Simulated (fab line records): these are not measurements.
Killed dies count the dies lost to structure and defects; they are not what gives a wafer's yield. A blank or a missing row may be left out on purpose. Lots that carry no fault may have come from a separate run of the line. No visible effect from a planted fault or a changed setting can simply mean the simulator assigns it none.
Struck lot and sound lot, side by side || flow sky130 || 44 out of 708 route steps
Sound: the wafers L568.1, L568.3, L568.4. Struck: wafer L575.5. (L575.1, L575.2 of the same lot were not struck and are left out.) The cause comes at the end.
Each step with rows lists, per side, the tool, then ch with its chambers, then its first start. Under that, the readings that differ: sound wafers || struck wafers || difference of the means || sigmas: that difference in standard deviations of wafers without a fault.
alike: readings whose means differ by less than 2 such deviations, and words and numbers that are the same on both sides. not compared: withheld readings, readings that some wafer has no value for, bounds like >300 that may hide the same value, and numbers for which the record gives no deviation and whose values overlap.
A row with sigmas, a row that says differs or no value, or rows on one side alone: a step with any of these is where the two part. When numbers do not overlap yet have no deviation, they are printed without sigmas and do not part them. Lack of a reading on every wafer of one side parts them only where that side has two or more wafers.

first, 1 step without rows for these wafers: SKY_METAL2_DEVELOP_14 (develop time 60 s).
SKY_METAL2_CD_MEAS_15: target cd 140 nm.
  sound on cd-sem-01 at day 35 09:55; struck on cd-sem-02 at day 37 13:07
  alike: cd-nm
SKY_METAL2_OVL_MEAS_16:
  sound on overlay-02 at day 35 10:02; struck on overlay-02 at day 37 13:14
  alike: METAL2_OVL
then, 2 steps without rows for these wafers: SKY_METAL2_DESCUM_17 (chemistry O2, time 8 s); SKY_METAL2_ETCH_18 (etches BARC in N2/H2, stops on SiO2, time 45.9 s, target depth 60 nm).
SKY_METAL2_METAL_ETCH_19: etches the open film in Cl2/BCl3, stops on SiO2, target depth 360 nm, time 78 s.
  sound on rie-metal-04 ch 0,1, day 35 10:11; struck on rie-metal-03 ch 0, day 37 13:28
  alike: drypump-motor-current-A, oes-product-au, throttle-valve-pct
  not compared: rf-hours-counter-h
then, 5 steps without rows for these wafers: SKY_METAL2_STRIP_20 (strips in O2/N2); SKY_METAL2_STRIP_21 (strips in post etch residue remover, time 1200 s); SKY_METAL2_CLEAN_22 (cleans in IPA, time 180 s); SKY_METAL2_CLEAN_23 (cleans in O3/DIW); SKY_VIA2_HDPCVD_00 (deposits SiO2, target thk 1180 nm, time 196.7 s).
SKY_VIA2_THK_MEAS_01:
  sound on film-metro-01 at day 35 11:30; struck on film-metro-03 at day 37 14:29
  alike: VIA2_HDPCVD_THK
SKY_VIA2_CMP_02: polishes SiO2.
  sound on cmp-01 ch 0,2,3, day 35 11:48; struck on cmp-01 ch 0, day 37 14:35
{"reading": "model.SiO2_of_VIA2_HDPCVD_00.thk-nm (nm)", "sound": "493.1 493.2 493.5", "struck": 445, "difference": -48, "sigmas": ""}
  alike: motor-current-A
SKY_VIA2_BOW_MEAS_03:
  sound on film-metro-03 at day 35 12:06; struck on film-metro-01 at day 37 14:50
  alike: VIA2_BOW
then, 8 steps without rows for these wafers: SKY_VIA2_DEHYDRATE_04 (time 60 s); SKY_VIA2_HMDS_05 (prime time 60 s); SKY_VIA2_COAT_06 (resist thk 60 nm); SKY_VIA2_COAT_07 (resist thk 450 nm); SKY_VIA2_SOFTBAKE_08 (time 90 s); SKY_VIA2_EXPOSE_09 (exposes mask VIM2, target cd 200 nm); SKY_VIA2_PEB_10; SKY_VIA2_DEVELOP_11 (develop time 60 s).
SKY_VIA2_CD_MEAS_12: target cd 200 nm.
  sound on cd-sem-01 at day 36 14:13; struck on cd-sem-02 at day 38 16:13
  alike: cd-nm
SKY_VIA2_OVL_MEAS_13:
  sound on overlay-02 at day 36 14:20; struck on overlay-02 at day 38 16:20
  alike: VIA2_OVL
then, 1 step without rows for these wafers: SKY_VIA2_ETCH_14 (etches BARC in N2/H2, stops on SiO2, time 45.9 s, target depth 60 nm).
SKY_VIA2_ETCH_15: etches SiO2 in C4F8/O2/Ar, stops on TiN, target depth 546 nm, time 84 s.
  sound on rie-diel-04 ch 0,2, day 36 14:25; struck on rie-diel-04 ch 3, day 38 16:25
{"reading": "oes-product-au (a.u.)", "sound": "0.936 0.941 0.936", "struck": 0.875, "difference": -0.063, "sigmas": -12}
{"reading": "model.etch.depth-nm (nm)", "sound": "493.1 493.2 493.5", "struck": 445, "difference": -48, "sigmas": ""}
{"reading": "model.VIA2.feature-depth-nm (nm)", "sound": "493.1 493.2 493.5", "struck": 445, "difference": -48, "sigmas": ""}
  not compared: rf-hours-counter-h
then, 4 steps without rows for these wafers: SKY_VIA2_STRIP_16 (strips in O2/N2); SKY_VIA2_STRIP_17 (strips in post etch residue remover, time 1200 s); SKY_VIA2_CLEAN_18 (cleans in IPA, time 180 s); SKY_VIA2_CLEAN_19 (cleans in O3/DIW).
SKY_VIA2_SPUTTER_20: material TiN, target thk 20 nm, time 80 s.
  sound on pvd-sputter-02 at day 36 15:04; struck on pvd-sputter-02 at day 38 17:04
  alike: throttle-valve-pct
SKY_VIA2_CVD_21: deposits W, target thk 420 nm, time 126.4 s.
  sound on cvd-w-01 ch 0,1, day 36 15:07; struck on cvd-w-02 ch 1, day 38 17:08
  alike: heater-power-w
SKY_VIA2_RS_MEAS_22: the measuring method here is four-point-probe.
  sound on film-metro-03 at day 36 15:15; struck on film-metro-01 at day 38 17:16
  alike: VIA2_W_RS
SKY_VIA2_THK_MEAS_23: measures by xrf.
  sound on film-metro-03 at day 36 15:22; struck on film-metro-01 at day 38 17:23
  alike: VIA2_W_THK
SKY_VIA2_CMP_24: polishes, stops on SiO2, t overpolish 20 s, target thk 0 nm.
  sound on cmp-01 ch 0,2,3, day 36 15:26; struck on cmp-02 ch 3, day 38 17:26
  alike: motor-current-A
then, 2 steps without rows for these wafers: SKY_METAL3_SPUTTER_00 (material Ti, target thk 15 nm, time 10 s); SKY_METAL3_SPUTTER_01 (material TiN, target thk 20 nm, time 16.7 s).
SKY_METAL3_SPUTTER_02: material AlCu, target thk 735 nm, time 39.1 s.
  sound on pvd-sputter-03 at day 36 15:47; struck on pvd-sputter-04 at day 38 17:47
  alike: throttle-valve-pct
then, 3 steps without rows for these wafers: SKY_METAL3_SPUTTER_03 (material Ti, target thk 5 nm, time 3.3 s); SKY_METAL3_SPUTTER_04 (material TiN, target thk 70 nm, time 58.3 s); SKY_CAPM_CVD_00 (deposits SiO2, target thk 15.5 nm).
SKY_CAPM_THK_MEAS_01:
  sound on film-metro-01 at day 36 15:56; struck on film-metro-01 at day 38 17:55
  alike: CAPM_CVD_00_THK
-- the record jumps here: 2 days lie between the struck wafers' starts before and after (it left off in module CAPM and takes up again in module METAL3, whose first step shown is number 532 of the route) --
SKY_METAL3_METAL_ETCH_18: etches the open film in Cl2/BCl3, stops on SiO2, target depth 845 nm, time 183.1 s.
  sound on rie-metal-01 ch 0,1, day 38 20:15; struck on rie-metal-02 ch 0, day 40 19:48
{"reading": "model.SiO2_of_VIA2_HDPCVD_00.thk-nm (nm)", "sound": "463.3 463.6 462.7", "struck": 415.4, "difference": -47.8, "sigmas": ""}
  alike: drypump-motor-current-A, oes-product-au, throttle-valve-pct
  not compared: rf-hours-counter-h
next, for these wafers, 1 step has no rows: SKY_PAD_OPEN_PROBE_99.

== WHERE THEY PART ==
At SKY_VIA2_ETCH_15 and nowhere else, as far as this record goes. Later steps at which nothing parts them and some readings are alike: SKY_VIA2_SPUTTER_20, SKY_VIA2_CVD_21, SKY_VIA2_RS_MEAS_22, SKY_VIA2_THK_MEAS_23, SKY_VIA2_CMP_24, SKY_METAL3_SPUTTER_02, SKY_CAPM_THK_MEAS_01, SKY_METAL3_METAL_ETCH_18.

WHY: the cause the simulator had injected
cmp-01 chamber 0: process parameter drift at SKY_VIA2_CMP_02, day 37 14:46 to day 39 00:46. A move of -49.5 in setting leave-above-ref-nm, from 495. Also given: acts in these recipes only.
